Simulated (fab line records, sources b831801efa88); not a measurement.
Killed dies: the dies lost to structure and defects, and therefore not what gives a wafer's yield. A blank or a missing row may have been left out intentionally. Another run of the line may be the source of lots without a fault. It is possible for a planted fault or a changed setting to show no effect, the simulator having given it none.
Matching of chambers / flow gf180mcu / 4 sister chambers for GF_POLY_GATE_ETCH_13 on rie si-01
The step etches poly-Si in HBr/Cl2, stops on SiO2, target depth 198.5 nm, time 69.6 s. 4 wafers are shown with their chamber, then 10 later ones without.

== EACH WAFER AND ITS CHAMBER ==
wafer=L568.3; chamber=2; drypump motor current A (A)=5.5
wafer=L578.2; chamber=0; drypump motor current A (A)=4.9
wafer=L579.2; chamber=3; drypump motor current A (A)=5.5
wafer=L579.4; chamber=1; drypump motor current A (A)=6.0

== WAFERS WITH NO CHAMBER GIVEN ==
wafer=L579.6; drypump motor current A (A)=5.5
wafer=L583.2; drypump motor current A (A)=6.0
wafer=L583.3; drypump motor current A (A)=4.9
wafer=L583.6; drypump motor current A (A)=5.6
wafer=L584.1; drypump motor current A (A)=6.0
wafer=L584.2; drypump motor current A (A)=5.5
wafer=L584.3; drypump motor current A (A)=4.9
wafer=L585.4; drypump motor current A (A)=6.0
wafer=L585.5; drypump motor current A (A)=4.9
wafer=L585.6; drypump motor current A (A)=5.5

== WHICH CHAMBER EACH ONE RAN IN ==
wafer=L579.6; from the rows above=can't be placed: 2 or 3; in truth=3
wafer=L583.2; from the rows above=1; in truth=1
wafer=L583.3; from the rows above=0; in truth=0
wafer=L583.6; from the rows above=can't be placed: 2 or 3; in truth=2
wafer=L584.1; from the rows above=1; in truth=1
wafer=L584.2; from the rows above=can't be placed: 2 or 3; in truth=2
wafer=L584.3; from the rows above=0; in truth=0
wafer=L585.4; from the rows above=1; in truth=1
wafer=L585.5; from the rows above=0; in truth=0
wafer=L585.6; from the rows above=can't be placed: 2 or 3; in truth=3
Placed correctly: 6 of 10. Can't be placed from these rows: 4 (the true chamber is among the candidates in 4). Placed wrongly: 0.
How it was worked out, from the rows above alone: a wafer's distance from a chamber is the root of the sum, over the readings, of the square of ((its reading less the chamber's mean) divided by the reading's scatter). The wafer belongs to the nearest chamber; if the next one is less than 2 further off, it can't be placed. For every chamber, the mean is computed from those of its wafers that are shown. The scatter: root of mean squared gap, hidden wafer to nearest shown wafer, with one shown wafer a chamber.
